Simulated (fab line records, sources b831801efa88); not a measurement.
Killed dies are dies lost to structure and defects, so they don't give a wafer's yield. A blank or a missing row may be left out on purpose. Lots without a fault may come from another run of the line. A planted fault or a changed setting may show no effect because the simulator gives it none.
fab line records | flow sfq_line
record lots=14 wafers=41 last_day=75
route steps=325 shown L0V@16 I0@43 M7@292 M8@325
lots that met no fault: from a run of the same line without faults
start_h: hours from the record's first day to the start of the lot's first wafer shown | wait_h: hours since the lot's step before | " the same as in the row above | L1.1+2: a row that stands for several wafers | - no value, or no start given | * or withheld: withheld | < > ~ a bound
route shown NAME@n: a module of which the file shows steps, and the number in the route of the first | usual: mean/standard deviation of fault-free wafers | same: alike in all rows | chamber/n: place in a boat | sites: the reading at each site | _std_site: their standard deviation | _edge_site: outer sites' mean less inner sites' | radius_mm: how far each site lies from the wafer's centre | mask NAME#n: copy n | behind: the tool/chamber that last shaped the wafer | hold: why the lot was held/for how many hours/how that ended | device: the transistor (n, p or np) that didn't switch | end of line: the same wafers' tests at the end of the route | a step without rows: its recipe alone | killed: dies lost to structure and defects at the first sort, not the wafer's yield | map: a wafer's dies, x killed, . not, _ none there
set.NAME: the setting as run; set.NAME@STEP: as run at that earlier step | model.NAME: the simulator's own value behind a step, which no gauge read
steps of the route over a sample of lots; a table a step, a row a wafer
services: from which hour (start_h, from the record's first day; less than 0 if before it) a tool's chamber was out of use, for how many hours, and why
## steps
# step SFQ_TRILAYER_L0_CAP_PECVD_011
# recipe material=SiO2 temp_c=150 time_s=13.333 pressure_torr=2.4 rf_w=183.3 precursor=SiH4/N2O target_thk_nm=60
# usual heater_power_outer_w=33/11 heater_power_w=86/15 throttle_valve_pct=24.8/1.1
# same time_s=13.333
# columns lot.wafer tool chamber start_h wait_h heater_power_outer_w heater_power_w throttle_valve_pct
L659.4 pecvd-02 0 62.71 0.0 38 90 25.2
L659.5 " 2 " " 52 120 26.1
L659.6 " 1 " " 17 67 24.6
L660.1 pecvd-02 0 67.50 0.0 27 75 25.1
L660.2 " 2 " " 39 107 25.9
L660.3 " 1 " " 27 81 24.8
L661.1 pecvd-03 0 72.30 0.0 44 95 25.4
L661.3 " 1 " " 27 76 24.6
L661.6 " 1 " " 28 78 24.4
L662.1 pecvd-04 0 78.30 0.0 22 80 24.6
L662.2 " 1 " " 36 81 23.3
L662.5 " 2 " " 11 62 21.9
L664.2 pecvd-04 1 91.60 0.0 44 90 23.8
L664.3 " 0 " " 23 78 24.5
L664.5 " 1 " " 44 93 23.8
L666.1 pecvd-04 1 101.20 0.0 43 91 24.0
L666.2 " 0 " " 23 78 24.8
L666.3 " 2 " " 11 60 22.0
L667.1 pecvd-03 0 107.20 0.0 47 100 25.3
L667.3 " 1 " " 18 63 24.6
L667.6 " 2 " " 43 94 26.4
L668.1 pecvd-04 0 114.40 0.0 28 83 25.0
L668.5 " 1 " " 44 90 23.9
L668.6 " 2 " " 18 71 22.2
L669.1 pecvd-02 0 119.20 0.0 38 88 25.1
L669.4 " 2 " " 40 103 26.4
L669.5 " 0 " " 38 90 25.3
L676.4 pecvd-02 1 152.81 0.0 27 82 24.8
L676.5 " 2 " " 40 108 26.1
L677.2 pecvd-03 2 156.40 0.0 43 97 25.9
L677.3 " 0 " " 45 97 25.4
L677.4 " 0 " " 45 101 25.4
L679.1 pecvd-03 0 166.00 0.0 37 86 25.4
L679.3 " 2 " " 42 96 25.9
L679.6 " 0 " " 37 86 25.6
L680.1 pecvd-04 2 173.46 0.0 12 62 22.3
L680.4 " 2 " " 13 61 21.9
L680.5 " 1 " " 42 86 24.0
L681.1 pecvd-03 1 177.06 0.0 21 68 24.6
L681.2 " 2 " " 47 100 26.2
L681.3 " 0 " " 47 96 25.3
# step SFQ_TRILAYER_I0_DEP_PECVD_027
# recipe material=SiO2 temp_c=150 time_s=111.11 pressure_torr=2.4 rf_w=183.3 precursor=SiH4/N2O target_thk_nm=500
# usual heater_power_outer_w=31/9.9 heater_power_w=81/11 throttle_valve_pct=24.0/1.2
# same time_s=111.11
# columns lot.wafer tool chamber start_h wait_h heater_power_outer_w heater_power_w throttle_valve_pct
L659.4 pecvd-03 0 151.93 0.0 43 94 25.3
L659.5 " 2 " " 48 103 26.1
L659.6 " 1 " " 26 75 24.9
L660.1 pecvd-04 2 159.09 0.0 12 61 22.3
L660.2 " 0 " " 25 78 24.8
L660.3 " 1 " " 35 77 23.8
L661.1 pecvd-01 2 164.91 0.0 28 76 24.8
L661.3 " 1 " " 33 82 23.8
L661.6 " 1 " " 35 87 24.1
L662.1 pecvd-04 2 168.51 0.0 18 71 22.1
L662.2 " 0 " " 18 72 24.9
L662.5 " 1 " " 34 78 24.1
L664.2 pecvd-03 1 190.17 0.0 22 70 25.0
L664.3 " 2 " " 35 85 26.2
L664.5 " 0 " " 45 96 25.3
L666.1 pecvd-04 1 198.12 0.0 45 90 24.0
L666.2 " 2 " " 12 61 22.3
L666.3 " 1 " " 46 92 24.1
L667.1 pecvd-04 0 212.52 0.0 19 72 24.9
L667.3 " 2 " " 11 62 22.2
L667.6 " 0 " " 21 74 25.2
L668.1 pecvd-03 2 223.32 0.0 44 98 23.2
L668.5 " 0 " " 47 100 22.1
L668.6 " 2 " " 45 101 23.3
L669.1 pecvd-03 1 229.32 0.0 26 77 22.8
L669.4 " 0 " " 40 92 22.0
L669.5 " 1 " " 28 79 22.8
L676.4 pecvd-04 0 275.06 0.0 17 69 25.1
L676.5 " 2 " " 18 72 22.4
L677.2 pecvd-03 1 279.82 0.0 25 76 22.9
L677.3 " 2 " " 43 96 23.6
L677.4 " 1 " " 26 77 22.8
L679.1 pecvd-04 0 295.69 0.0 25 82 25.2
L679.3 " 1 " " 37 81 24.1
L679.6 " 0 " " 27 82 25.4
L680.1 pecvd-04 0 300.49 0.0 23 76 25.4
L680.4 " 1 " " 33 77 24.1
L680.5 " 0 " " 25 80 25.3
L681.1 pecvd-01 2 307.86 0.0 22 68 25.0
L681.2 " 1 " " 26 74 24.2
L681.3 " 2 " " 25 74 25.0
# step SFQ_TRILAYER_M7_BARC_OPEN_METAL_ETCH_229
# recipe mask_material=PR chemistry=O2 target_depth_nm=125 target=BARC icp_w=600 bias_w=80 pressure_mtorr=10 time_s=41.7
# usual drypump_motor_current_A=5.88/0.29 oes_product_au=0.685/0.0048 rf_fwd_power_W=593.6/2.2
# same time_s=41.7
# columns lot.wafer tool chamber start_h wait_h drypump_motor_current_A oes_product_au rf_fwd_power_W rf_hours_counter_h
L659.4 rie_metal-01 0 1520.08 0.0 5.74 0.691 596.0 -
L659.5 " 1 " " 5.85 0.682 593.1 -
L659.6 " 0 " " 5.75 0.691 595.2 -
L660.1 rie_metal-01 1 1524.86 0.0 5.85 0.685 590.8 57
L660.2 " 0 " " 5.74 0.686 596.2 100
L660.3 " 0 " " 5.75 0.683 594.6 -
L661.1 rie_metal-01 0 1550.06 0.0 5.76 0.678 596.9 104
L661.3 " 1 " " 5.84 0.685 591.1 -
L661.6 " 1 " " 5.83 0.688 590.2 -
L662.1 rie_metal-02 0 1552.46 0.0 5.61 0.690 595.7 57
L662.2 " 1 " " 6.25 0.677 593.8 30
L662.5 " 1 " " 6.26 0.691 593.0 -
L664.2 rie_metal-02 1 1560.86 0.0 6.25 0.691 591.7 32
L664.3 " 0 " " 5.62 0.682 596.4 -
L664.5 " 0 " " 5.61 0.694 598.6 -
L666.1 rie_metal-01 1 1572.86 0.0 5.87 0.680 590.9 63
L666.2 " 0 " " 5.77 0.683 594.3 106
L666.3 " 0 " " 5.75 0.690 593.1 -
L667.1 rie_metal-01 1 1576.76 0.0 5.83 0.693 591.7 63
L667.3 " 1 " " 5.86 0.685 592.6 -
L667.6 " 1 " " 5.84 0.684 590.3 -
L668.1 rie_metal-04 1 1579.98 0.0 5.40 0.685 593.3 0
L668.5 " 1 " " 5.41 0.679 592.3 -
L668.6 " 0 " " 6.34 0.675 595.2 -
L669.1 rie_metal-02 1 1582.38 0.0 6.24 0.687 591.1 34
L669.4 " 0 " " 5.63 0.679 595.8 -
L669.5 " 0 " " 5.60 0.694 594.3 -
L676.4 rie_metal-01 0 1600.58 0.0 5.76 0.690 692.3 -
L676.5 " 0 " " 5.78 0.679 692.2 -
L677.2 rie_metal-01 0 1606.89 0.0 5.77 0.685 688.4 112
L677.3 " 1 " " 5.85 0.689 593.4 -
L677.4 " 0 " " 5.75 0.676 688.1 -
L679.1 rie_metal-02 0 1705.68 0.0 5.62 0.695 599.6 83
L679.3 " 0 " " 5.62 0.676 596.6 -
L679.6 " 1 " " 6.18 0.686 592.3 -
L680.1 rie_metal-04 1 1709.28 0.0 5.40 0.689 594.4 21
L680.4 " 1 " " 5.41 0.687 593.2 -
L680.5 " 0 " " 6.42 0.681 591.2 -
L681.1 rie_metal-02 0 1718.74 0.0 5.62 0.690 595.8 86
L681.2 " 1 " " 6.23 0.682 592.7 58
L681.3 " 1 " " 6.23 0.682 590.1 -
# step SFQ_M8_BOW_MEAS_951
# recipe mode=bow
# usual M8_BOW=9/9.8
# columns lot.wafer tool chamber start_h wait_h M8_BOW[um]
L659.4 film_metro-04 - 1644.44 0.1 5
L659.5 " - " " 5
L659.6 " - " " -3
L660.1 film_metro-02 - 1650.38 0.0 6
L660.2 " - " " 8
L660.3 " - " " 4
L661.1 film_metro-04 - 1722.24 0.0 -6
L661.3 " - " " -12
L661.6 " - " " -11
L662.1 film_metro-04 - 1723.44 0.0 17
L662.2 " - " " 26
L662.5 " - " " 33
L664.2 film_metro-02 - 1728.26 0.0 -2
L664.3 " - " " 6
L664.5 " - " " 5
L666.1 film_metro-03 - 1731.90 0.0 16
L666.2 " - " " 11
L666.3 " - " " 10
L667.1 film_metro-04 - 1734.24 0.0 8
L667.3 " - " " 6
L667.6 " - " " 3
L668.1 film_metro-04 - 1735.50 0.0 6
L668.5 " - " " 12
L668.6 " - " " 23
L669.1 film_metro-02 - 1736.64 0.0 22
L669.4 " - " " 15
L669.5 " - " " 7
L676.4 film_metro-04 - 1761.68 0.1 22
L676.5 " - " " 14
L677.2 film_metro-02 - 1763.05 0.0 -3
L677.3 " - " " 1
L677.4 " - " " 13
L679.1 film_metro-02 - 1804.65 0.0 -2
L679.3 " - " " -2
L679.6 " - " " 0
L680.1 film_metro-04 - 1808.25 0.0 24
L680.4 " - " " 9
L680.5 " - " " 20
L681.1 film_metro-04 - 1809.45 0.0 5
L681.2 " - " " 10
L681.3 " - " " 2
## services
# columns tool chamber start_h hours kind
pecvd-04 - 187.80 1.7 repair
pecvd-04 0 194.10 10.4 repair
pecvd-04 2 237.70 9.6 repair
pecvd-04 - 528.99 1.3 repair
pecvd-04 - 543.29 0.7 repair
pecvd-04 - 639.07 14.6 pm
pecvd-04 - 895.33 2.8 pm
pecvd-04 1 909.94 5.1 repair
pecvd-04 1 1035.36 4.8 repair
pecvd-04 - 1074.31 15.4 repair
pecvd-04 - 1076.93 1.0 repair
pecvd-04 0 1087.70 12.7 repair
pecvd-04 - 1104.29 0.2 repair
pecvd-04 - 1121.97 0.9 repair
pecvd-04 1 1133.24 5.6 repair
pecvd-04 - 1137.45 6.0 pm
pecvd-04 - 1316.75 14.0 pm
pecvd-04 - 1380.61 0.5 repair
pecvd-04 - 1387.29 1.7 repair
pecvd-04 1 1443.32 2.1 repair
pecvd-04 - 1460.92 3.1 repair
pecvd-04 1 1560.13 10.7 repair
pecvd-04 1 1667.20 6.1 repair
pecvd-04 - 1683.87 1.6 repair
## key
first_sign step=SFQ_TRILAYER_M7_BARC_OPEN_METAL_ETCH_229 reading=rf_fwd_power_W direction=up sigmas=43 usual=593.6 struck=690.3
effect none on later readings
met_at SFQ_TRILAYER_M7_BARC_OPEN_METAL_ETCH_229
struck_lots L676,L677
struck_wafers L676.4,L676.5,L677.2,L677.4
not_acting_at SFQ_TRILAYER_L0_CAP_PECVD_011,SFQ_TRILAYER_I0_DEP_PECVD_027,SFQ_M8_BOW_MEAS_951
onset_between 1572.86 1600.58
fault kind=process_parameter_drift tool=rie_metal-01 chamber=0 onset_h=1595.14 steps=SFQ_TRILAYER_M7_BARC_OPEN_METAL_ETCH_229 channel=icp_w offset=96 shape=step end_h=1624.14 acts_in=these_recipes_only stated=600
